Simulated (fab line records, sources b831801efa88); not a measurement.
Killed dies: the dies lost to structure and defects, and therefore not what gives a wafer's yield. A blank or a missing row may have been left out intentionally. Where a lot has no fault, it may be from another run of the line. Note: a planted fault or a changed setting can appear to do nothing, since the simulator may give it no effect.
Which tool did it? | flow gf180mcu | Sampling: 14 lots, 42 wafers, 3 of 602 route steps

## WHAT THE GAUGES SHOWED, per wafer
GF_DUAL_GATE_OVL_MEAS_11.
lot  | measured     | on         | DUAL_GATE_OVL (nm)
L350 | day 8 07:02  | overlay-02 | 2.6 0.8 0.5
L351 | day 9 11:23  | overlay-02 | 0.4 -0.7 0.0
L354 | day 9 17:14  | overlay-02 | 0.6 1.2 1.8
L355 | day 9 23:25  | overlay-02 | -2.5 -1.5 0.7
L356 | day 10 10:50 | overlay-01 | -1.7 -1.5 -1.0
L357 | day 10 18:22 | overlay-02 | 0.2 0.4 0.6
L360 | day 11 18:22 | overlay-02 | 0.7 0.9 1.2
L361 | day 11 22:56 | overlay-02 | 2.1 0.1 3.9
L363 | day 12 18:37 | overlay-02 | 0.5 -0.8 0.1
L364 | day 12 23:14 | overlay-02 | -1.3 -1.8 1.0
L365 | day 13 08:55 | overlay-02 | -0.7 -0.9 -0.3
L366 | day 13 09:52 | overlay-02 | -0.2 -2.0 -0.5
L369 | day 14 08:23 | overlay-02 | 2.2 -0.6 2.2
L372 | day 15 03:31 | overlay-02 | 0.0 0.9 -2.1

GF_POLY_GATE_THK_MEAS_17.
lot  | measured     | on            | POLY_GATE_OXIDATION_THK (nm)
L350 | day 9 07:13  | film metro-02 | 4.03 4.00 4.02
L351 | day 10 11:48 | film metro-01 | 3.96 3.96 3.89
L354 | day 10 16:49 | film metro-03 | 3.96 3.96 4.02
L355 | day 11 00:05 | film metro-03 | 4.03 4.06 3.99
L356 | day 11 13:17 | film metro-03 | 4.02 4.09 4.03
L357 | day 11 18:03 | film metro-02 | 3.93 3.98 3.94
L360 | day 12 19:00 | film metro-02 | 4.02 4.00 4.02
L361 | day 12 22:58 | film metro-01 | 3.95 4.10 3.98
L363 | day 13 20:44 | film metro-02 | 3.91 3.98 3.95
L364 | day 14 00:17 | film metro-01 | 4.01 3.91 3.95
L365 | day 14 10:05 | film metro-01 | 4.02 3.97 4.11
L366 | day 14 11:21 | film metro-03 | 4.01 4.07 4.06
L369 | day 15 11:57 | film metro-02 | 3.94 4.02 4.01
L372 | day 16 08:20 | film metro-02 | 3.83 3.84 3.91

GF_HV_LDD_OVL_MEAS_08.
lot  | measured     | on         | HV_LDD_OVL (nm)
L350 | day 10 00:46 | overlay-02 | -0.1 -0.8 0.4
L351 | day 11 06:01 | overlay-02 | -0.5 0.8 1.3
L354 | day 11 11:19 | overlay-01 | 1.4 2.2 -1.0
L355 | day 11 19:36 | overlay-01 | 0.1 -1.1 -1.5
L356 | day 12 08:07 | overlay-01 | 0.8 -2.3 -1.3
L357 | day 12 13:09 | overlay-01 | 0.1 0.1 0.2
L360 | day 13 15:28 | overlay-02 | 0.8 0.2 2.1
L361 | day 13 19:40 | overlay-02 | -0.4 -1.0 -1.2
L363 | day 14 18:01 | overlay-02 | -0.1 -0.1 1.4
L364 | day 14 20:40 | overlay-02 | 0.9 2.4 0.5
L365 | day 15 06:57 | overlay-02 | -0.6 -2.4 -0.8
L366 | day 15 08:55 | overlay-02 | -0.5 0.8 0.9
L369 | day 16 10:16 | overlay-02 | 0.5 2.2 2.8
L372 | day 17 06:16 | overlay-01 | -0.9 0.5 1.7

## EACH LOT AND THE TOOL THAT RAN IT (in order: tool; ch and the chambers of the sampled wafers; start)
The record holds no process step before these readings.

## WHAT THE TOOLS THEMSELVES READ (means of the sampled wafers that have a number; where no wafer has one, the mark that the record gives instead)
The record holds no such reading with a usual standard deviation.

## THE ANSWER, worked out from the rows above alone
Rule: usual is defined by the lots themselves. The widest of any qualifying gaps counts: lots, ordered by their means at a reading, are off when they make up no more than a third of the lots, leave a main group of 4 or more, and stand apart from it by 3 or more times the standard deviation of that group's means. A main group is skipped when, at the precision printed for the reading in the tables above, its means are all equal. Also off: a lot with no number at a reading for which 4 or more lots have one. Any other lot the step has rows for is counted as sound. After the gauges, taken in route order, come the tools' own readings; for these a lot's mean is taken, as printed above. At the first step where some lot is off, the reading lying furthest off is the one used; lots without a number count as furthest.
Across all readings shown, no lot is off: no conclusion can be drawn from this.

## WHAT THE SIMULATOR HAD PUT IN
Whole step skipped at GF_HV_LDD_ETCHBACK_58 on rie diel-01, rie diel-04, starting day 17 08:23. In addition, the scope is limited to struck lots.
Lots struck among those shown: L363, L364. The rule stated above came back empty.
